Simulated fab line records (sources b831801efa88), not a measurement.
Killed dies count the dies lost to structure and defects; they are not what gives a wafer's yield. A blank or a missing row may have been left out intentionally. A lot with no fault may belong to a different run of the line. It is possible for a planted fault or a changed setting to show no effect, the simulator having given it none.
fab line records ; flow sky130
[record] lots = 5; wafers = 15; last_day = 50
route steps=708 shown VT_ADJUST_LVTN@109 VT_ADJUST_NCORE@119 PAD_OPEN@708
lots untouched by any fault: they come from a run of this same line in which no faults occurred
start_h: hours from the record's opening day to when the first of the lot's shown wafers began ; wait_h: hours from the lot's prior step to this one ; " as in the row above ; L1.1+2: a single row standing in for several wafers ; - no value present, or no start provided ; * or withheld: withheld ; < > ~ a bound
route shown NAME@n: names a module that has steps shown in the file, with the first one's number in the route ; usual: mean and standard deviation over wafers with no fault ; same: alike in all rows ; chamber/n: place in a boat ; sites: readings site by site ; _std_site: standard deviation of those values ; _edge_site: outer sites' mean less inner sites' ; radius_mm: how far each site lies from the wafer's centre ; mask NAME#n: copy n ; behind: tool/chamber where the wafer was last shaped ; hold: why the lot was held/for how many hours/how that ended ; device: the n, p or np transistor that did not switch ; end of line: tests of these same wafers at the route's end ; a step without rows: its recipe alone ; killed: the dies lost at the first sort to structure and to defects; this is not the yield of the wafer ; map: dies across one wafer; x = killed, . = not, _ = none there
set.NAME: the setting the step ran with; set.NAME@STEP: the setting that earlier step ran with ; model.NAME: the simulator's own value behind a step, which no gauge read
lots seen at some steps along the route; tables by step, rows by wafer
services: from which hour (start_h, from the record's first day; less than 0 if before it) a tool's chamber was out of use, for how many hours, and why
[[steps]]
[step SKY_VT_ADJUST_LVTN_HMDS_12]
[recipe] prime_time_s = 60; prime_temp_c = 120
[step SKY_VT_ADJUST_LVTN_COAT_13]
[recipe] resist = NOVOLAK; spin_rpm = 3000; resist_thk_nm = 1140
[step SKY_VT_ADJUST_LVTN_SOFTBAKE_14]
[recipe] temp_c = 90; time_s = 60; resist = NOVOLAK
[step SKY_VT_ADJUST_LVTN_EXPOSE_15]
[recipe] mask_id = HVN_STD_DERIVED; na = 0.6; source_shape = conventional; sigma_outer = 0.6; polarization = unpolarized; target_cd_nm = 600; dose_mj = 163
[step SKY_VT_ADJUST_LVTN_PEB_16]
[recipe] temp_c = withheld; time_s = *; resist = NOVOLAK
[step SKY_VT_ADJUST_LVTN_DEVELOP_17]
[recipe] resist = NOVOLAK; developer = TMAH; develop_time_s = 60; dev_temp_c = 23
[step SKY_VT_ADJUST_LVTN_OVL_MEAS_18]
[usual] VT_ADJUST_LVTN_01_OVL = -2.0/1.4
lot.wafer;tool;chamber;start_h;wait_h;VT_ADJUST_LVTN_01_OVL[nm]
L212.3;overlay-02;-;160.96;0.1;-1.6
L212.4;overlay-02;-;160.96;0.1;-1.2
L212.5;overlay-02;-;160.96;0.1;-2.4
L215.1;overlay-02;-;190.69;0.1;-1.1
L215.2;overlay-02;-;190.69;0.1;-2.1
L215.4;overlay-02;-;190.69;0.1;-2.2
L214.1;overlay-02;-;190.99;0.1;-2.9
L214.2;overlay-02;-;190.99;0.1;-2.5
L214.3;overlay-02;-;190.99;0.1;-2.8
L219.1;overlay-01;-;217.04;0.1;-2.5
L219.3;overlay-01;-;217.04;0.1;-1.9
L219.5;overlay-01;-;217.04;0.1;-2.8
L235.1;overlay-01;-;331.24;0.1;-1.9
L235.2;overlay-01;-;331.24;0.1;-4.2
L235.6;overlay-01;-;331.24;0.1;-2.9
[step SKY_VT_ADJUST_LVTN_IMPLANT_19]
[recipe] species = B; energy_kev = 30; dose_cm2 = 6.5e+11; tilt_deg = withheld
[step SKY_VT_ADJUST_LVTN_STRIP_20]
[recipe] chemistry = O2/N2; power_w = 1400; pressure_mtorr = 1500; platen_temp_c = withheld; o2_flow_sccm = 3000; n2_flow_sccm = 300; overash_fraction = 0.5
[usual] drypump_motor_current_A = 5.6/0.39; o2_flow_sccm = 3002/9; oes_product_au = 0.715/0.0049; strip_time_to_endpoint_s = 14.17/0.039
lot.wafer;tool;chamber;start_h;wait_h;drypump_motor_current_A;o2_flow_sccm;oes_product_au;rf_hours_counter_h;strip_time_to_endpoint_s
L212.3;plasma_asher-01;1;161.16;0.1;5.3;3000;0.707;-;14.21
L212.4;plasma_asher-01;0;161.16;0.1;5.7;3009;0.715;-;14.22
L212.5;plasma_asher-01;0;161.16;0.1;5.7;2995;0.715;-;14.21
L215.1;plasma_asher-01;1;190.88;0.1;5.3;3005;0.712;36;14.20
L215.2;plasma_asher-01;0;190.88;0.1;5.7;2996;0.717;36;14.17
L215.4;plasma_asher-01;0;190.88;0.1;5.7;3001;0.709;-;14.18
L214.1;plasma_asher-04;0;191.18;0.1;5.6;3001;0.726;48;14.15
L214.2;plasma_asher-04;1;191.18;0.1;4.9;3000;0.712;48;14.16
L214.3;plasma_asher-04;0;191.18;0.1;5.6;2998;0.711;-;14.15
L219.1;plasma_asher-01;0;217.23;0.1;5.6;3014;0.713;39;14.17
L219.3;plasma_asher-01;1;217.23;0.1;5.3;2997;0.718;-;14.20
L219.5;plasma_asher-01;1;217.23;0.1;5.3;3003;0.719;-;14.20
L235.1;plasma_asher-01;1;331.42;0.1;5.3;3006;0.714;51;14.17
L235.2;plasma_asher-01;0;331.42;0.1;5.7;2999;0.709;51;14.16
L235.6;plasma_asher-01;0;331.42;0.1;5.7;3010;0.719;-;14.13
[step SKY_VT_ADJUST_LVTN_TW_MEAS_21]
[usual] VT_ADJUST_LVTN_2_TW = 186.4/2.1
lot.wafer;tool;chamber;start_h;wait_h;VT_ADJUST_LVTN_2_TW
L212.3;film_metro-04;-;161.25;0.1;189.2
L212.4;film_metro-04;-;161.25;0.1;189.6
L212.5;film_metro-04;-;161.25;0.1;189.0
L215.1;film_metro-04;-;190.98;0.1;187.9
L215.2;film_metro-04;-;190.98;0.1;188.0
L215.4;film_metro-04;-;190.98;0.1;188.7
L214.1;film_metro-03;-;191.28;0.1;184.7
L214.2;film_metro-03;-;191.28;0.1;185.3
L214.3;film_metro-03;-;191.28;0.1;184.1
L219.1;film_metro-03;-;217.33;0.1;186.0
L219.3;film_metro-03;-;217.33;0.1;184.6
L219.5;film_metro-03;-;217.33;0.1;184.8
L235.1;film_metro-02;-;331.52;0.1;185.0
L235.2;film_metro-02;-;331.52;0.1;185.2
L235.6;film_metro-02;-;331.52;0.1;185.4
[step SKY_VT_ADJUST_NCORE_DEHYDRATE_00]
[recipe] temp_c = 200; time_s = 60
[step SKY_VT_ADJUST_NCORE_HMDS_01]
[recipe] prime_time_s = 60; prime_temp_c = 120
[step SKY_VT_ADJUST_NCORE_COAT_02]
[recipe] resist = NOVOLAK; spin_rpm = 3000; resist_thk_nm = 1140
[usual] exhaust_pa = 44.9/0.88
lot.wafer;tool;chamber;start_h;wait_h;exhaust_pa;model.NOVOLAK_of_VT_ADJUST_NCORE_COAT_02.thk_nm
L212.3;litho_track-02;0;171.29;0.1;45.4;1140
L212.4;litho_track-02;0;171.29;0.1;45.9;1139
L212.5;litho_track-02;0;171.29;0.1;45.0;1142
L215.1;litho_track-02;0;200.44;0.1;44.2;1139
L215.2;litho_track-02;0;200.44;0.1;43.5;1142
L215.4;litho_track-02;0;200.44;0.1;45.2;1143
L214.1;litho_track-04;0;200.49;0.1;44.7;1138
L214.2;litho_track-04;0;200.49;0.1;43.9;1136
L214.3;litho_track-04;0;200.49;0.1;44.5;1140
L219.1;litho_track-02;0;227.99;0.1;44.6;1140
L219.3;litho_track-02;0;227.99;0.1;45.8;1141
L219.5;litho_track-02;0;227.99;0.1;46.1;1143
L235.1;litho_track-02;0;345.99;0.1;44.7;1192
L235.2;litho_track-02;0;345.99;0.1;44.3;1196
L235.6;litho_track-02;0;345.99;0.1;45.6;1192
[step SKY_VT_ADJUST_NCORE_SOFTBAKE_03]
[recipe] temp_c = 90; time_s = 60; resist = NOVOLAK
[step SKY_VT_ADJUST_NCORE_EXPOSE_04]
[recipe] mask_id = LVTN_COMPLEMENT_THIN; na = 0.6; source_shape = conventional; sigma_outer = 0.6; polarization = unpolarized; target_cd_nm = 380; dose_mj = 139
[step SKY_VT_ADJUST_NCORE_PEB_05]
[recipe] temp_c = withheld; time_s = *; resist = NOVOLAK
[step SKY_VT_ADJUST_NCORE_DEVELOP_06]
[recipe] resist = NOVOLAK; developer = TMAH; develop_time_s = 60; dev_temp_c = 23
[usual] exhaust_pa = 45.0/0.85
[same] develop_time_s = 60
lot.wafer;tool;chamber;start_h;wait_h;exhaust_pa;model.NOVOLAK_of_VT_ADJUST_NCORE_COAT_02.thk_nm
L212.3;litho_track-04;0;181.49;0.1;44.9;1140
L212.4;litho_track-04;0;181.49;0.1;45.2;1138
L212.5;litho_track-04;0;181.49;0.1;45.2;1141
L215.1;litho_track-01;0;212.08;0.1;45.5;1139
L215.2;litho_track-01;0;212.08;0.1;44.7;1142
L215.4;litho_track-01;0;212.08;0.1;45.8;1143
L214.1;litho_track-04;0;212.54;0.1;43.7;1138
L214.2;litho_track-04;0;212.54;0.1;45.2;1136
L214.3;litho_track-04;0;212.54;0.1;45.6;1139
L219.1;litho_track-04;0;239.59;0.1;44.0;1140
L219.3;litho_track-04;0;239.59;0.1;43.6;1140
L219.5;litho_track-04;0;239.59;0.1;43.7;1143
L235.1;litho_track-01;0;360.18;0.1;44.3;1192
L235.2;litho_track-01;0;360.18;0.1;44.7;1196
L235.6;litho_track-01;0;360.18;0.1;44.6;1191
[step SKY_VT_ADJUST_NCORE_CD_MEAS_07]
[recipe] target_cd_nm = 380
[usual] cd_nm = 380.3/2.3
lot.wafer;tool;chamber;start_h;wait_h;cd_nm
L212.3;cd_sem-01;-;181.63;0.1;376.8
L212.4;cd_sem-01;-;181.63;0.1;377.7
L212.5;cd_sem-01;-;181.63;0.1;378.8
L215.1;cd_sem-01;-;212.23;0.1;382.8
L215.2;cd_sem-01;-;212.23;0.1;385.2
L215.4;cd_sem-01;-;212.23;0.1;383.6
L214.1;cd_sem-01;-;212.69;0.1;378.5
L214.2;cd_sem-01;-;212.69;0.1;379.3
L214.3;cd_sem-01;-;212.69;0.1;377.8
L219.1;cd_sem-02;-;239.77;0.1;383.8
L219.3;cd_sem-02;-;239.77;0.1;385.6
L219.5;cd_sem-02;-;239.77;0.1;382.5
L235.1;cd_sem-01;-;360.33;0.1;376.1
L235.2;cd_sem-01;-;360.33;0.1;377.5
L235.6;cd_sem-01;-;360.33;0.1;374.6
[step SKY_VT_ADJUST_NCORE_OVL_MEAS_08]
[usual] VT_ADJUST_NCORE_OVL = -0.1/1.5
lot.wafer;tool;chamber;start_h;wait_h;VT_ADJUST_NCORE_OVL[nm]
L212.3;overlay-01;-;181.73;0.1;-1.2
L212.4;overlay-01;-;181.73;0.1;-2.3
L212.5;overlay-01;-;181.73;0.1;-1.0
L215.1;overlay-01;-;212.35;0.1;-0.8
L215.2;overlay-01;-;212.35;0.1;-1.2
L215.4;overlay-01;-;212.35;0.1;-1.0
L214.1;overlay-01;-;212.81;0.1;1.7
L214.2;overlay-01;-;212.81;0.1;0.6
L214.3;overlay-01;-;212.81;0.1;0.7
L219.1;overlay-02;-;239.89;0.1;-0.7
L219.3;overlay-02;-;239.89;0.1;1.0
L219.5;overlay-02;-;239.89;0.1;1.7
L235.1;overlay-01;-;360.45;0.1;0.7
L235.2;overlay-01;-;360.45;0.1;-0.3
L235.6;overlay-01;-;360.45;0.1;-2.7
[step SKY_VT_ADJUST_NCORE_IMPLANT_09]
[recipe] species = B; energy_kev = 10; dose_cm2 = 2.4e+12; tilt_deg = withheld
[step SKY_VT_ADJUST_NCORE_STRIP_10]
[recipe] chemistry = O2/N2; power_w = 1400; pressure_mtorr = 1500; platen_temp_c = withheld; o2_flow_sccm = 3000; n2_flow_sccm = 300; overash_fraction = 0.5
[usual] drypump_motor_current_A = 5.5/0.36; o2_flow_sccm = 2999/10; oes_product_au = 0.716/0.0045; strip_time_to_endpoint_s = 14.16/0.041
lot.wafer;tool;chamber;start_h;wait_h;drypump_motor_current_A;o2_flow_sccm;oes_product_au;rf_hours_counter_h;strip_time_to_endpoint_s
L212.3;plasma_asher-01;1;181.93;0.1;5.3;2991;0.717;-;14.19
L212.4;plasma_asher-01;0;181.93;0.1;5.7;2983;0.714;-;14.15
L212.5;plasma_asher-01;0;181.93;0.1;5.7;2998;0.716;-;14.19
L215.1;plasma_asher-01;0;212.54;0.1;5.7;3005;0.716;38;14.18
L215.2;plasma_asher-01;1;212.54;0.1;5.3;3017;0.721;38;14.19
L215.4;plasma_asher-01;0;212.54;0.1;5.7;2991;0.716;-;14.22
L214.1;plasma_asher-02;1;213.00;0.1;6.0;2993;0.708;50;14.15
L214.2;plasma_asher-02;0;213.00;0.1;5.8;3006;0.712;50;14.13
L214.3;plasma_asher-02;0;213.00;0.1;5.8;3010;0.710;-;14.17
L219.1;plasma_asher-01;1;240.07;0.1;5.3;3021;0.720;41;14.17
L219.3;plasma_asher-01;1;240.07;0.1;5.3;3015;0.712;-;14.18
L219.5;plasma_asher-01;1;240.07;0.1;5.3;3009;0.719;-;14.21
L235.1;plasma_asher-01;1;360.64;0.1;5.3;3003;0.719;54;14.74
L235.2;plasma_asher-01;0;360.64;0.1;5.7;2998;0.715;54;14.80
L235.6;plasma_asher-01;0;360.64;0.1;5.7;2988;0.707;-;14.74
[step SKY_VT_ADJUST_NCORE_TW_MEAS_11]
[usual] VT_ADJUST_NCORE_TW = 215.9/1.5
lot.wafer;tool;chamber;start_h;wait_h;VT_ADJUST_NCORE_TW
L212.3;film_metro-02;-;182.02;0.1;215.9
L212.4;film_metro-02;-;182.02;0.1;214.4
L212.5;film_metro-02;-;182.02;0.1;216.2
L215.1;film_metro-03;-;212.64;0.1;212.8
L215.2;film_metro-03;-;212.64;0.1;214.2
L215.4;film_metro-03;-;212.64;0.1;214.2
L214.1;film_metro-01;-;213.10;0.1;216.9
L214.2;film_metro-01;-;213.10;0.1;216.1
L214.3;film_metro-01;-;213.10;0.1;218.2
L219.1;film_metro-02;-;240.17;0.1;215.3
L219.3;film_metro-02;-;240.17;0.1;216.4
L219.5;film_metro-02;-;240.17;0.1;215.9
L235.1;film_metro-03;-;360.74;0.1;214.0
L235.2;film_metro-03;-;360.74;0.1;213.6
L235.6;film_metro-03;-;360.74;0.1;213.7
[step SKY_PAD_OPEN_PROBE_99]
[usual] killed_at_M0_to_M3 = 43/7.8; killed_at_M4_up = 3.2/1.9; killed_at_contacts = 24/5; killed_at_front_end = 14/4.5; killed_at_other = 0.2/0.41; killed_dies = 84/9.6; killed_on_rim = 17/3.8; killed_open = 47/6.9; killed_short = 38/6
[same] gross_dies = 492; killed_at_back_side = 0
lot.wafer;tool;chamber;start_h;wait_h;killed_at_M0_to_M3;killed_at_M4_up;killed_at_contacts;killed_at_front_end;killed_at_other;killed_dies;killed_on_rim;killed_open;killed_short
L212.3;prober-02;-;1076.31;0.2;48;5;19;10;0;82;12;47;35
L212.4;prober-02;-;1076.36;0.2;57;3;26;11;0;97;13;50;47
L212.5;prober-02;-;1076.41;0.2;56;2;26;12;0;96;20;63;33
L215.1;prober-02;-;1096.95;0.1;49;7;20;9;0;85;21;45;40
L215.2;prober-02;-;1097.00;0.1;48;1;33;10;0;92;16;57;35
L215.4;prober-02;-;1097.10;0.2;55;5;26;13;0;99;19;52;47
L214.1;prober-01;-;1105.22;0.1;43;3;28;14;0;88;21;44;44
L214.2;prober-01;-;1105.27;0.1;36;4;18;15;1;74;16;40;34
L214.3;prober-01;-;1105.32;0.2;41;1;24;12;0;78;10;42;36
L219.1;prober-01;-;1124.15;0.1;50;3;24;14;1;92;18;57;35
L219.3;prober-01;-;1124.25;0.2;57;1;16;10;0;84;8;50;34
L219.5;prober-01;-;1124.35;0.2;49;3;22;11;0;85;13;51;34
L235.1;prober-01;-;1207.56;0.1;48;4;20;11;0;83;14;52;31
L235.2;prober-01;-;1207.61;0.1;41;1;26;24;0;92;23;57;35
L235.6;prober-01;-;1207.81;0.2;52;6;24;12;0;94;18;53;41
// killed by level:class
L212.3 VIA1:geometric_particle:open=15 CONTACT:geometric_particle:open=8 METAL2:geometric_particle:short=7 VIA1:geometric_particle:short=6 VIA2:geometric_particle:open=6 CONTACT:geometric_particle:short=5 METAL1:geometric_particle:short=4 POLY_GATE:geometric_particle:short=3
L212.4 VIA1:geometric_particle:open=14 CONTACT:geometric_particle:open=10 VIA2:geometric_particle:open=9 LI_CONTACT:geometric_particle:open=7 VIA1:geometric_particle:short=7 METAL1:geometric_particle:short=7 LOCAL_INTERCONNECT:geometric_particle:short=6 FIELD_ISO:geometric_particle:short=5
L212.5 VIA1:geometric_particle:open=16 VIA2:geometric_particle:open=13 CONTACT:geometric_particle:open=11 LI_CONTACT:geometric_particle:open=9 VIA3:geometric_particle:open=6 METAL1:geometric_particle:short=5 VIA1:geometric_particle:short=5 POLY_GATE:geometric_particle:short=4
L215.1 VIA1:geometric_particle:open=13 CONTACT:geometric_particle:short=6 VIA2:geometric_particle:open=6 LI_CONTACT:geometric_particle:open=5 METAL2:geometric_particle:short=5 METAL4:geometric_particle:short=5 VIA3:geometric_particle:open=5 METAL1:geometric_particle:short=4
L215.2 CONTACT:geometric_particle:open=19 VIA2:geometric_particle:open=9 VIA1:geometric_particle:open=9 VIA3:geometric_particle:open=9 METAL2:geometric_particle:short=6 VIA3:geometric_particle:short=6 CONTACT:geometric_particle:short=4 METAL3:geometric_particle:short=3
L215.4 VIA1:geometric_particle:open=12 CONTACT:geometric_particle:open=11 METAL2:geometric_particle:short=10 VIA3:geometric_particle:open=9 VIA2:geometric_particle:open=8 METAL1:geometric_particle:short=6 FIELD_ISO:geometric_particle:short=5 CONTACT:geometric_particle:short=5
L214.1 VIA1:geometric_particle:open=10 VIA2:geometric_particle:open=9 LI_CONTACT:geometric_particle:open=8 CONTACT:geometric_particle:short=8 VIA1:geometric_particle:short=5 LI_CONTACT:geometric_particle:short=4 CONTACT:geometric_particle:open=4 METAL1:geometric_particle:short=4
L214.2 VIA1:geometric_particle:short=7 LI_CONTACT:geometric_particle:open=6 VIA3:geometric_particle:open=6 CONTACT:geometric_particle:open=5 VIA2:geometric_particle:open=5 METAL1:geometric_particle:short=4 METAL2:geometric_particle:short=4 FIELD_ISO:geometric_particle:open=3
L214.3 CONTACT:geometric_particle:open=14 VIA1:geometric_particle:open=8 METAL2:geometric_particle:short=6 VIA1:geometric_particle:short=6 CONTACT:geometric_particle:short=5 VIA2:geometric_particle:open=5 VIA3:geometric_particle:short=5 VIA3:geometric_particle:open=4
L219.1 VIA1:geometric_particle:open=11 CONTACT:geometric_particle:open=11 VIA3:geometric_particle:open=9 VIA2:geometric_particle:open=8 LI_CONTACT:geometric_particle:open=6 CONTACT:geometric_particle:short=6 POLY_GATE:geometric_particle:short=4 VIA2:geometric_particle:short=4
L219.3 VIA3:geometric_particle:open=12 VIA1:geometric_particle:open=12 VIA1:geometric_particle:short=7 VIA2:geometric_particle:open=6 METAL1:geometric_particle:short=5 LI_CONTACT:geometric_particle:open=5 FIELD_ISO:geometric_particle:open=3 POLY_GATE:geometric_particle:open=3
L219.5 VIA1:geometric_particle:open=14 VIA1:geometric_particle:short=11 CONTACT:geometric_particle:open=9 VIA2:geometric_particle:open=7 VIA3:geometric_particle:open=7 LI_CONTACT:geometric_particle:open=5 LOCAL_INTERCONNECT:geometric_particle:short=4 POLY_GATE:geometric_particle:short=4
L235.1 VIA1:geometric_particle:open=14 VIA3:geometric_particle:open=10 VIA1:geometric_particle:short=8 LI_CONTACT:geometric_particle:open=6 VIA2:geometric_particle:open=6 CONTACT:geometric_particle:open=5 LOCAL_INTERCONNECT:geometric_particle:short=4 CONTACT:geometric_particle:short=4
L235.2 POLY_GATE:geometric_particle:open=9 VIA1:geometric_particle:open=9 VIA2:geometric_particle:open=9 LI_CONTACT:geometric_particle:open=8 CONTACT:geometric_particle:open=7 FIELD_ISO:geometric_particle:open=6 LOCAL_INTERCONNECT:geometric_particle:short=5 CONTACT:geometric_particle:short=5
L235.6 VIA1:geometric_particle:open=11 METAL2:geometric_particle:short=11 LI_CONTACT:geometric_particle:open=10 CONTACT:geometric_particle:open=9 VIA2:geometric_particle:open=6 VIA3:geometric_particle:open=6 FIELD_ISO:geometric_particle:short=4 CONTACT:geometric_particle:short=4
[[services]]
tool;chamber;start_h;hours;kind
plasma_asher-04;-;211.45;3.7;repair
plasma_asher-02;-;301.22;6.1;repair
plasma_asher-04;-;303.50;14.6;pm
[[key]]
[first_sign] step = SKY_VT_ADJUST_NCORE_STRIP_10; reading = strip_time_to_endpoint_s; direction = up; sigmas = 15; usual = *; struck = *; through = *
effect none on later readings
[model_effect] step = SKY_VT_ADJUST_NCORE_COAT_02; value = NOVOLAK_of_VT_ADJUST_NCORE_COAT_02.thk_nm; without = 1140; struck = 1193
[model_effect] step = SKY_VT_ADJUST_NCORE_DEVELOP_06; value = NOVOLAK_of_VT_ADJUST_NCORE_COAT_02.thk_nm; without = 1139; struck = 1193
met_at SKY_VT_ADJUST_NCORE_COAT_02
struck_wafers L235.1,L235.2,L235.6
tester_left_out L235
[loop_trim] step = SKY_VT_ADJUST_NCORE_EXPOSE_04; setting = dose; lots = L235
onset_between 227.99 345.99
also_fits time
[fault] kind = process_parameter_drift; tool = litho_track-02; chamber = -; onset_h = 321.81; steps = SKY_VT_ADJUST_NCORE_COAT_02; channel = resist_thk_nm; offset = 53.649; shape = step; end_h = 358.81; acts_in = these_recipes_only; stated = 1140
// tester_left_out: of these lots the tester's yield and bins aren't shown, on N5 and GAA mostly nor the transistor test; their killed dies are dies lost to structure and defects alone, not to doping, threshold or leakage, so they don't give the yield
// loop_trim: a control loop set the setting to another value than it would have without faults
